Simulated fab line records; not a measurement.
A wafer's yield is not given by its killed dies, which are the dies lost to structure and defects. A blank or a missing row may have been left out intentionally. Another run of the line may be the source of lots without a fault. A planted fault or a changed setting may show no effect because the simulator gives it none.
Comparing a struck lot with a sound one | flow sky130 | 16 out of 708 route steps
Sound: the wafers L490.1, L490.3, L490.6. Struck: wafer L480.4 (L480.3, L480.6, from the same lot, were not struck and are left out); the cause is given at the end.
Each step with rows lists, per side, the tool, then ch with its chambers, then its first start. Under that, the readings that differ: sound wafers | struck wafers | difference of the means | sigmas: that difference in standard deviations of wafers without a fault.
alike: readings whose means differ by less than 2 such deviations, and words and numbers that are the same on both sides. not compared: withheld readings, readings that some wafer has no value for, bounds like >300 that may hide the same value, and numbers for which the record gives no deviation and whose values overlap.
A row with sigmas, a row that says differs or no value, or rows on one side alone: a step with any of these is where the two part. Numbers that don't overlap but have no deviation are shown without sigmas and don't part them. A reading missing from all wafers of one side parts the sides only when that side holds two or more wafers.

SKY_VIA3_BOW_MEAS_03:
  sound on film-metro-03, day 44 02:08; struck on film-metro-03, day 40 23:37
  alike: VIA3_BOW
then, 8 steps without rows for these wafers: SKY_VIA3_DEHYDRATE_04 (time 60 s); SKY_VIA3_HMDS_05 (prime time 60 s); SKY_VIA3_COAT_06 (resist thk 60 nm); SKY_VIA3_COAT_07 (resist thk 450 nm); SKY_VIA3_SOFTBAKE_08 (time 90 s); SKY_VIA3_EXPOSE_09 (exposes mask VIM3, target cd 200 nm); SKY_VIA3_PEB_10; SKY_VIA3_DEVELOP_11 (develop time 60 s).
SKY_VIA3_CD_MEAS_12 targets a cd of 200 nm.
  sound on cd-sem-02, day 44 23:52; struck on cd-sem-01, day 41 23:15
  alike: cd-nm
SKY_VIA3_OVL_MEAS_13:
  sound on overlay-02, day 44 23:59; struck on overlay-02, day 41 23:20
  alike: VIA3_OVL
SKY_VIA3_ETCH_14: etches BARC in N2/H2, stops on SiO2, time 45.9 s, target depth 60 nm.
  sound on rie-diel-04 ch 0,1,2, day 45 00:01; struck on rie-diel-04 ch 0, day 41 23:22
  alike: drypump-motor-current-A, n2-flow-sccm, oes-product-au, run-length-s, throttle-valve-pct
  not compared: rf-hours-counter-h
SKY_VIA3_ETCH_15: etches SiO2 in C4F8/O2/Ar, stops on TiN, target depth 507 nm, time 78 s.
  sound on rie-diel-04 ch 0,1,2, day 45 00:04; struck on rie-diel-04 ch 0, day 41 23:25
  reading                                     | sound             | struck | difference | sigmas
  oes-product-au (a.u.)                       | 0.950 0.955 0.945 | 0.993  | +0.043     | +8
  run-length-s (s)                            | 106.8 106.4 106.0 | 82.9   | -23.5      | -49
  model.etch.depth-nm (nm)                    | 464.1 464.4 464.7 | 354.7  | -109.7     |
  model.VIA3.feature-depth-nm (nm)            | 464.1 464.4 464.7 | 354.7  | -109.7     |
  model.KrF-thick_of_VIA3_COAT_07.thk-nm (nm) | 291.3 287.8 286.6 | 321    | +32        |
  not compared: rf-hours-counter-h
SKY_VIA3_STRIP_16: strips in O2/N2.
  sound on plasma-asher-03 ch 0, day 45 00:07; struck on plasma-asher-02 ch 1, day 41 23:30
  reading                      | sound             | struck | difference | sigmas
  oes-product-au (a.u.)        | 0.406 0.405 0.400 | 0.414  | +0.010     | +2
  strip-time-to-endpoint-s (s) | 4.132 4.094 4.078 | 4.437  | +0.336     | +13
  alike: drypump-motor-current-A, n2-flow-sccm
  not compared: rf-hours-counter-h
then, 1 step without rows for these wafers: SKY_VIA3_STRIP_17 (strips in post etch residue remover, time 1200 s).
-- the record jumps here: 6 days lie between the struck wafers' starts before and after (it left off in module VIA3 and takes up again in module PAD_OPEN, whose first step shown is number 708 of the route) --
SKY_PAD_OPEN_PROBE_99:
  sound on prober-01, day 50 03:55; struck on prober-01, day 47 17:01
  reading                  | sound          | struck                   | difference                   | sigmas
  hold                     | - - -          | await-dispo/2.1h/release | no value on the sound wafers |
  defect-limited-yield (%) | 82.3 79.9 81.3 | 0                        | -81                          | -43
  killed_at_M0_to_M3       | 46 52 47       | 440                      | +392                         | +54
  killed-dies              | 87 99 92       | 492                      | +399                         | +42
  killed-on-rim            | 17 26 16       | 96                       | +76                          | +18
  sort_bin_5_function (%)  | 12.0 13.0 11.2 | 91.5                     | +79.4                        | +53
  sort-n-pass              | 405 393 400    | 0                        | -399                         | -42
  sort-yield-pct (%)       | 82.3 79.9 81.3 | 0                        | -81                          | -43
  alike: killed_at_M4_up, killed-at-contacts, killed-at-front-end, killed-at-other, killed-open, killed-short, sort_bin_3_pad_short, sort_bin_6_memory

WHERE THEY PART
Earliest at SKY_VIA3_ETCH_15; latest, in this record, at SKY_PAD_OPEN_PROBE_99.

WHY: what had been put in by the simulator
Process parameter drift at SKY_VIA3_ETCH_15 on rie-diel-04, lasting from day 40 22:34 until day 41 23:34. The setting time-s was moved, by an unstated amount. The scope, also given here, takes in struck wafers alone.
